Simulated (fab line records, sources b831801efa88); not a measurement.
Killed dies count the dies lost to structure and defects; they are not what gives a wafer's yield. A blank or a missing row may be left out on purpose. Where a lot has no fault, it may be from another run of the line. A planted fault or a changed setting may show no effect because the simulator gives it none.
Matching of chambers | flow sfqLine | cmp-01 running SFQ_TRILAYER_I0_CMP_CMP_028: 4 sister chambers
The step polishes SiO2. 14 wafers are shown with their chamber, then 7 later ones without.

== WAFERS, EACH WITH ITS CHAMBER ==
wafer  | chamber | motorCurrentA (A) | slurryFlowMlMin | slurryFilterDpKPa (kPa)
L781.4 | 1       | 8.2               | 149.2           | 13.84
L781.5 | 1       | 8.9               | 149.8           | 13.63
L781.6 | 2       | 9.5               | 149.4           | 13.49
L782.1 | 3       | 10.3              | 149.2           | 13.49
L782.4 | 0       | 8.5               | 149.9           | 13.48
L782.6 | 1       | 8.7               | 149.6           | 13.48
L785.3 | 0       | 8.7               | 149.9           | 13.47
L785.5 | 3       | 10.0              | 150.4           | 13.55
L785.6 | 2       | 10.0              | 149.4           | 13.61
L787.3 | 1       | 8.4               | 149.8           | 13.61
L787.1 | 3       | 10.2              | 150.6           | 13.61
L787.6 | 0       | 8.4               | 149.9           | 13.71
L790.4 | 0       | 8.2               | 149.6           | 13.67
L790.5 | 2       | 9.7               | 150.6           | 13.70

SIGNATURES (averages over the wafers above)
reading           | chamber 0 | chamber 1 | chamber 2 | chamber 3 | scatter within a chamber
motorCurrentA     | 8.450     | 8.550     | 9.733     | 10.167    | 0.244
slurryFlowMlMin   | 149.825   | 149.600   | 149.800   | 150.067   | 0.491
slurryFilterDpKPa | 13.5825   | 13.6400   | 13.6000   | 13.5500   | 0.12
Rule: for a wafer and a chamber, the distance is found by dividing, reading by reading, the gap between the wafer's reading and the chamber's mean by the reading's scatter, squaring, summing and taking the root. The wafer belongs to the nearest chamber; if the next one is less than 2 further off, it can't be placed. How the scatter is found: for the shown wafers, subtract from each reading the mean of its chamber, square and add these, divide the total by (wafers less chambers), then take the root.

== WAFERS WITHOUT THEIR CHAMBER ==
wafer  | motorCurrentA (A) | slurryFlowMlMin | slurryFilterDpKPa (kPa)
L790.6 | 10.0              | 149.9           | 13.53
L792.3 | 8.2               | 150.2           | 13.53
L792.5 | 7.9               | 150.2           | 13.53
L792.6 | 8.9               | 150.5           | 13.55
L793.3 | 10.1              | 150.1           | 13.41
L793.4 | 10.0              | 149.8           | 13.39
L793.6 | 8.3               | 150.5           | 13.51

== CHAMBER TAKEN BY EACH ==
wafer  | from the rows above          | in truth
L790.6 | can't be placed: 3 or 2      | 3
L792.3 | can't be placed: 0 or 1      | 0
L792.5 | can't be placed: 0 or 1      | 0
L792.6 | can't be placed: 0 or 1 or 2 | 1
L793.3 | can't be placed: 3 or 2      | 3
L793.4 | can't be placed: 3 or 2      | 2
L793.6 | can't be placed: 0 or 1      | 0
0 of 7 placed correctly. From these rows, 7 cannot be placed; in 7 the true chamber is one of the candidates. Wrongly placed: 0.
